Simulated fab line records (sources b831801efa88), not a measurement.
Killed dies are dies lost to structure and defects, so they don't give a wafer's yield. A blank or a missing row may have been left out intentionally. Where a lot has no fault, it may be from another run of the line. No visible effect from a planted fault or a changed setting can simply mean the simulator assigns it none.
Which of the tools did it? || flow gf180mcu || 10 lots, 30 wafers sampled, at 5 steps of a route of 602

== WHAT EACH GAUGE READ, for each wafer ==
GF_VT_IMPLANT_OVL_MEAS_40. Usual: VT_IMPLANT_03_OVL typically reads 0.1 nm, with standard deviation 1.5.
{"lot": "L394", "measured": "day 8 17:46", "on": "overlay-01", "VT_IMPLANT_03_OVL (nm)": "2.7 1.4 1.0", "flag": ""}
{"lot": "L395", "measured": "day 8 22:58", "on": "overlay-01", "VT_IMPLANT_03_OVL (nm)": "-0.8 0.0 -0.3", "flag": ""}
{"lot": "L398", "measured": "day 9 18:43", "on": "overlay-01", "VT_IMPLANT_03_OVL (nm)": "1.1 0.7 1.9", "flag": ""}
{"lot": "L402", "measured": "day 10 21:32", "on": "overlay-02", "VT_IMPLANT_03_OVL (nm)": "0.7 -0.3 1.5", "flag": ""}
{"lot": "L404", "measured": "day 11 08:37", "on": "overlay-01", "VT_IMPLANT_03_OVL (nm)": "-0.5 -0.9 0.8", "flag": ""}
{"lot": "L405", "measured": "day 11 23:13", "on": "overlay-01", "VT_IMPLANT_03_OVL (nm)": "0.2 0.8 -1.6", "flag": ""}
{"lot": "L406", "measured": "day 12 01:37", "on": "overlay-02", "VT_IMPLANT_03_OVL (nm)": "-1.5 -1.0 -0.2", "flag": ""}
{"lot": "L411", "measured": "day 13 09:13", "on": "overlay-02", "VT_IMPLANT_03_OVL (nm)": "-0.5 -1.5 -2.3", "flag": ""}
{"lot": "L412", "measured": "day 13 17:55", "on": "overlay-01", "VT_IMPLANT_03_OVL (nm)": "1.0 0.9 0.0", "flag": ""}
{"lot": "L413", "measured": "day 13 21:34", "on": "overlay-01", "VT_IMPLANT_03_OVL (nm)": "-0.9 1.6 0.3", "flag": ""}

GF_VT_IMPLANT_TW_MEAS_43. Usual: VT_IMPLANT_4_TW typically reads 690, with standard deviation 7.5.
{"lot": "L394", "measured": "day 8 18:03", "on": "filmMetro-03", "VT_IMPLANT_4_TW": "686 686 688", "flag": ""}
{"lot": "L395", "measured": "day 8 23:15", "on": "filmMetro-01", "VT_IMPLANT_4_TW": "699 701 696", "flag": ""}
{"lot": "L398", "measured": "day 9 19:00", "on": "filmMetro-04", "VT_IMPLANT_4_TW": "695 691 691", "flag": ""}
{"lot": "L402", "measured": "day 10 21:50", "on": "filmMetro-04", "VT_IMPLANT_4_TW": "691 690 692", "flag": ""}
{"lot": "L404", "measured": "day 11 08:54", "on": "filmMetro-03", "VT_IMPLANT_4_TW": "29 30 29", "flag": "OFF"}
{"lot": "L405", "measured": "day 11 23:30", "on": "filmMetro-04", "VT_IMPLANT_4_TW": "30 30 30", "flag": "OFF"}
{"lot": "L406", "measured": "day 12 01:54", "on": "filmMetro-04", "VT_IMPLANT_4_TW": "694 695 691", "flag": ""}
{"lot": "L411", "measured": "day 13 09:30", "on": "filmMetro-03", "VT_IMPLANT_4_TW": "683 682 682", "flag": ""}
{"lot": "L412", "measured": "day 13 18:13", "on": "filmMetro-01", "VT_IMPLANT_4_TW": "701 701 705", "flag": ""}
{"lot": "L413", "measured": "day 13 21:52", "on": "filmMetro-04", "VT_IMPLANT_4_TW": "691 694 694", "flag": ""}

== WHAT TOOL EACH LOT RAN ON (gives the tool, then ch and the chambers of the sampled wafers, and finally the start) ==
{"lot": "L394", "GF_STI_ETCH_14": "rieSi-01 ch 1,2,3, day 2 21:31", "GF_VT_IMPLANT_STRIP_31": "plasmaAsher-04 ch 0,1, day 8 02:06", "GF_VT_IMPLANT_STRIP_42": "plasmaAsher-03 ch 0,1, day 8 17:56"}
{"lot": "L395", "GF_STI_ETCH_14": "rieSi-02 ch 0,3, day 3 02:40", "GF_VT_IMPLANT_STRIP_31": "plasmaAsher-04 ch 0,1, day 8 06:50", "GF_VT_IMPLANT_STRIP_42": "plasmaAsher-04 ch 0,1, day 8 23:09"}
{"lot": "L398", "GF_STI_ETCH_14": "rieSi-02 ch 0,2,3, day 3 18:19", "GF_VT_IMPLANT_STRIP_31": "plasmaAsher-03 ch 0,1, day 9 01:36", "GF_VT_IMPLANT_STRIP_42": "plasmaAsher-04 ch 0,1, day 9 18:54"}
{"lot": "L402", "GF_STI_ETCH_14": "rieSi-02 ch 0,1, day 4 15:06", "GF_VT_IMPLANT_STRIP_31": "plasmaAsher-03 ch 0,1, day 10 03:59", "GF_VT_IMPLANT_STRIP_42": "plasmaAsher-03 ch 0,1, day 10 21:44"}
{"lot": "L404", "GF_STI_ETCH_14": "rieSi-01 ch 0,1,3, day 5 01:31", "GF_VT_IMPLANT_STRIP_31": "plasmaAsher-03 ch 0,1, day 10 14:27", "GF_VT_IMPLANT_STRIP_42": "plasmaAsher-01 ch 0,1, day 11 08:48"}
{"lot": "L405", "GF_STI_ETCH_14": "rieSi-02 ch 1,2, day 5 07:52", "GF_VT_IMPLANT_STRIP_31": "plasmaAsher-03 ch 0,1, day 11 04:12", "GF_VT_IMPLANT_STRIP_42": "plasmaAsher-01 ch 0,1, day 11 23:23"}
{"lot": "L406", "GF_STI_ETCH_14": "rieSi-02 ch 0,1,2, day 5 11:40", "GF_VT_IMPLANT_STRIP_31": "plasmaAsher-01 ch 0,1, day 11 06:42", "GF_VT_IMPLANT_STRIP_42": "plasmaAsher-04 ch 1, day 12 01:47"}
{"lot": "L411", "GF_STI_ETCH_14": "rieSi-01 ch 0,3, day 6 15:04", "GF_VT_IMPLANT_STRIP_31": "plasmaAsher-01 ch 0,1, day 12 13:18", "GF_VT_IMPLANT_STRIP_42": "plasmaAsher-01 ch 0,1, day 13 09:24"}
{"lot": "L412", "GF_STI_ETCH_14": "rieSi-01 ch 0,1,3, day 6 19:34", "GF_VT_IMPLANT_STRIP_31": "plasmaAsher-03 ch 0,1, day 12 21:08", "GF_VT_IMPLANT_STRIP_42": "plasmaAsher-01 ch 0,1, day 13 18:07"}
{"lot": "L413", "GF_STI_ETCH_14": "rieSi-02 ch 0,3, day 7 00:22", "GF_VT_IMPLANT_STRIP_31": "plasmaAsher-03 ch 0,1, day 13 00:47", "GF_VT_IMPLANT_STRIP_42": "plasmaAsher-01 ch 0,1, day 13 21:45"}
- GF_STI_ETCH_14: etches Si in HBr/Cl2/O2, target depth 360 nm, time 102.9 s.
- GF_VT_IMPLANT_STRIP_31: strips in O2/N2.
- GF_VT_IMPLANT_STRIP_42: strips in O2/N2.

== AS READ BY THE TOOLS THEMSELVES (means over the sampled wafers that have a number; for cases with no such wafer, the mark the record gives instead) ==
GF_STI_ETCH_14. Usual: drypumpMotorCurrentA 6.0 A, standard deviation 0.41; oesProductAu 1.003 a.u., standard deviation 0.0072; rfFwdPowerW 597.3 W, standard deviation 1.9; throttleValvePct 25.656 %, standard deviation 0.0097.
{"lot": "L394", "tool": "rieSi-01", "drypumpMotorCurrentA (A)": 6.2, "oesProductAu (a.u.)": 1.000, "rfFwdPowerW (W)": 599.5, "throttleValvePct (%)": 25.663, "flag": ""}
{"lot": "L395", "tool": "rieSi-02", "drypumpMotorCurrentA (A)": 6.1, "oesProductAu (a.u.)": 0.998, "rfFwdPowerW (W)": 595.7, "throttleValvePct (%)": 25.666, "flag": ""}
{"lot": "L398", "tool": "rieSi-02", "drypumpMotorCurrentA (A)": 6.0, "oesProductAu (a.u.)": 0.995, "rfFwdPowerW (W)": 598.6, "throttleValvePct (%)": 25.653, "flag": ""}
{"lot": "L402", "tool": "rieSi-02", "drypumpMotorCurrentA (A)": 6.1, "oesProductAu (a.u.)": 0.998, "rfFwdPowerW (W)": 597.6, "throttleValvePct (%)": 25.662, "flag": ""}
{"lot": "L404", "tool": "rieSi-01", "drypumpMotorCurrentA (A)": 6.4, "oesProductAu (a.u.)": 1.007, "rfFwdPowerW (W)": 596.2, "throttleValvePct (%)": 25.649, "flag": ""}
{"lot": "L405", "tool": "rieSi-02", "drypumpMotorCurrentA (A)": 5.8, "oesProductAu (a.u.)": 0.997, "rfFwdPowerW (W)": 597.4, "throttleValvePct (%)": 25.654, "flag": ""}
{"lot": "L406", "tool": "rieSi-02", "drypumpMotorCurrentA (A)": 6.0, "oesProductAu (a.u.)": 1.005, "rfFwdPowerW (W)": 598.1, "throttleValvePct (%)": 25.656, "flag": ""}
{"lot": "L411", "tool": "rieSi-01", "drypumpMotorCurrentA (A)": 6.4, "oesProductAu (a.u.)": 1.008, "rfFwdPowerW (W)": 596.5, "throttleValvePct (%)": 25.665, "flag": ""}
{"lot": "L412", "tool": "rieSi-01", "drypumpMotorCurrentA (A)": 6.3, "oesProductAu (a.u.)": 1.007, "rfFwdPowerW (W)": 597.1, "throttleValvePct (%)": 25.648, "flag": ""}
{"lot": "L413", "tool": "rieSi-02", "drypumpMotorCurrentA (A)": 6.0, "oesProductAu (a.u.)": 1.002, "rfFwdPowerW (W)": 596.6, "throttleValvePct (%)": 25.656, "flag": ""}

GF_VT_IMPLANT_STRIP_31. Usual: chamberPressureMTorr 1500.0 mTorr, standard deviation 1.3; drypumpMotorCurrentA 5.6 A, standard deviation 0.35; heaterPowerW 330 W, standard deviation 8.5; oesProductAu 0.716 a.u., standard deviation 0.0044; stripTimeToEndpointS 12.64 s, standard deviation 0.039.
{"lot": "L394", "tool": "plasmaAsher-04", "chamberPressureMTorr (mTorr)": 1499.1, "drypumpMotorCurrentA (A)": 5.3, "heaterPowerW (W)": 332, "oesProductAu (a.u.)": 0.718, "stripTimeToEndpointS (s)": 12.58, "flag": ""}
{"lot": "L395", "tool": "plasmaAsher-04", "chamberPressureMTorr (mTorr)": 1499.5, "drypumpMotorCurrentA (A)": 5.5, "heaterPowerW (W)": 334, "oesProductAu (a.u.)": 0.714, "stripTimeToEndpointS (s)": 12.58, "flag": ""}
{"lot": "L398", "tool": "plasmaAsher-03", "chamberPressureMTorr (mTorr)": 1499.9, "drypumpMotorCurrentA (A)": 5.7, "heaterPowerW (W)": 329, "oesProductAu (a.u.)": 0.717, "stripTimeToEndpointS (s)": 12.59, "flag": ""}
{"lot": "L402", "tool": "plasmaAsher-03", "chamberPressureMTorr (mTorr)": 1500.0, "drypumpMotorCurrentA (A)": 5.9, "heaterPowerW (W)": 329, "oesProductAu (a.u.)": 0.715, "stripTimeToEndpointS (s)": 12.64, "flag": ""}
{"lot": "L404", "tool": "plasmaAsher-03", "chamberPressureMTorr (mTorr)": "-", "drypumpMotorCurrentA (A)": "-", "heaterPowerW (W)": "-", "oesProductAu (a.u.)": "-", "stripTimeToEndpointS (s)": "-", "flag": "OFF"}
{"lot": "L405", "tool": "plasmaAsher-03", "chamberPressureMTorr (mTorr)": "-", "drypumpMotorCurrentA (A)": "-", "heaterPowerW (W)": "-", "oesProductAu (a.u.)": "-", "stripTimeToEndpointS (s)": "-", "flag": "OFF"}
{"lot": "L406", "tool": "plasmaAsher-01", "chamberPressureMTorr (mTorr)": 1500.4, "drypumpMotorCurrentA (A)": 5.4, "heaterPowerW (W)": 312, "oesProductAu (a.u.)": 0.713, "stripTimeToEndpointS (s)": 12.61, "flag": ""}
{"lot": "L411", "tool": "plasmaAsher-01", "chamberPressureMTorr (mTorr)": 1499.4, "drypumpMotorCurrentA (A)": 5.4, "heaterPowerW (W)": 315, "oesProductAu (a.u.)": 0.721, "stripTimeToEndpointS (s)": 12.60, "flag": ""}
{"lot": "L412", "tool": "plasmaAsher-03", "chamberPressureMTorr (mTorr)": 1500.3, "drypumpMotorCurrentA (A)": 5.7, "heaterPowerW (W)": 331, "oesProductAu (a.u.)": 0.713, "stripTimeToEndpointS (s)": 12.67, "flag": ""}
{"lot": "L413", "tool": "plasmaAsher-03", "chamberPressureMTorr (mTorr)": 1500.7, "drypumpMotorCurrentA (A)": 5.7, "heaterPowerW (W)": 333, "oesProductAu (a.u.)": 0.716, "stripTimeToEndpointS (s)": 12.67, "flag": ""}

GF_VT_IMPLANT_STRIP_42. Usual: chamberPressureMTorr 1499.9 mTorr, standard deviation 1.5; drypumpMotorCurrentA 5.50 A, standard deviation 0.29; heaterPowerW 326 W, standard deviation 9.7; oesProductAu 0.716 a.u., standard deviation 0.0041; stripTimeToEndpointS 12.64 s, standard deviation 0.033.
{"lot": "L394", "tool": "plasmaAsher-03", "chamberPressureMTorr (mTorr)": 1499.9, "drypumpMotorCurrentA (A)": 5.97, "heaterPowerW (W)": 331, "oesProductAu (a.u.)": 0.719, "stripTimeToEndpointS (s)": 12.68, "flag": ""}
{"lot": "L395", "tool": "plasmaAsher-04", "chamberPressureMTorr (mTorr)": 1498.9, "drypumpMotorCurrentA (A)": 5.48, "heaterPowerW (W)": 335, "oesProductAu (a.u.)": 0.718, "stripTimeToEndpointS (s)": 12.64, "flag": ""}
{"lot": "L398", "tool": "plasmaAsher-04", "chamberPressureMTorr (mTorr)": 1499.9, "drypumpMotorCurrentA (A)": 5.47, "heaterPowerW (W)": 335, "oesProductAu (a.u.)": 0.714, "stripTimeToEndpointS (s)": 12.64, "flag": ""}
{"lot": "L402", "tool": "plasmaAsher-03", "chamberPressureMTorr (mTorr)": 1500.2, "drypumpMotorCurrentA (A)": 5.96, "heaterPowerW (W)": 334, "oesProductAu (a.u.)": 0.717, "stripTimeToEndpointS (s)": 12.68, "flag": ""}
{"lot": "L404", "tool": "plasmaAsher-01", "chamberPressureMTorr (mTorr)": 1499.1, "drypumpMotorCurrentA (A)": 5.38, "heaterPowerW (W)": 322, "oesProductAu (a.u.)": 0.724, "stripTimeToEndpointS (s)": 27.63, "flag": "OFF"}
{"lot": "L405", "tool": "plasmaAsher-01", "chamberPressureMTorr (mTorr)": 1499.4, "drypumpMotorCurrentA (A)": 5.45, "heaterPowerW (W)": 317, "oesProductAu (a.u.)": 0.724, "stripTimeToEndpointS (s)": 27.62, "flag": "OFF"}
{"lot": "L406", "tool": "plasmaAsher-04", "chamberPressureMTorr (mTorr)": 1498.4, "drypumpMotorCurrentA (A)": 5.62, "heaterPowerW (W)": 339, "oesProductAu (a.u.)": 0.714, "stripTimeToEndpointS (s)": 12.68, "flag": ""}
{"lot": "L411", "tool": "plasmaAsher-01", "chamberPressureMTorr (mTorr)": 1499.6, "drypumpMotorCurrentA (A)": 5.39, "heaterPowerW (W)": 317, "oesProductAu (a.u.)": 0.713, "stripTimeToEndpointS (s)": 12.57, "flag": ""}
{"lot": "L412", "tool": "plasmaAsher-01", "chamberPressureMTorr (mTorr)": 1499.3, "drypumpMotorCurrentA (A)": 5.38, "heaterPowerW (W)": 323, "oesProductAu (a.u.)": 0.713, "stripTimeToEndpointS (s)": 12.68, "flag": ""}
{"lot": "L413", "tool": "plasmaAsher-01", "chamberPressureMTorr (mTorr)": 1498.6, "drypumpMotorCurrentA (A)": 5.46, "heaterPowerW (W)": 315, "oesProductAu (a.u.)": 0.716, "stripTimeToEndpointS (s)": 12.60, "flag": ""}

== THE ANSWER, worked out from the rows above alone ==
Rule: a lot counts as off when the mean over its wafers that have a number is more than 3 standard deviations away from the usual mean. Also off: a lot with no number at a reading for which 4 or more lots have one. Any other lot the step has rows for is counted as sound. First the gauges in route order, then the tools' own readings, where a lot's mean is used as printed above. The first step at which some lot is off is used, and at that step the reading that is off furthest; a lot without a number counts as furthest.
Off: L404, L405, at GF_VT_IMPLANT_TW_MEAS_43 (VT_IMPLANT_4_TW).
If a tool, at a process step before that reading, ran all the lots that are off and no sound lot after the first of them, it fits. The gauges at GF_VT_IMPLANT_TW_MEAS_43 aren't tried: what is off there is off at GF_VT_IMPLANT_STRIP_31 too, on other tools, and a gauge's error can't cause that. Of those tried, none fits.

== WHAT THE SIMULATOR PUT IN ==
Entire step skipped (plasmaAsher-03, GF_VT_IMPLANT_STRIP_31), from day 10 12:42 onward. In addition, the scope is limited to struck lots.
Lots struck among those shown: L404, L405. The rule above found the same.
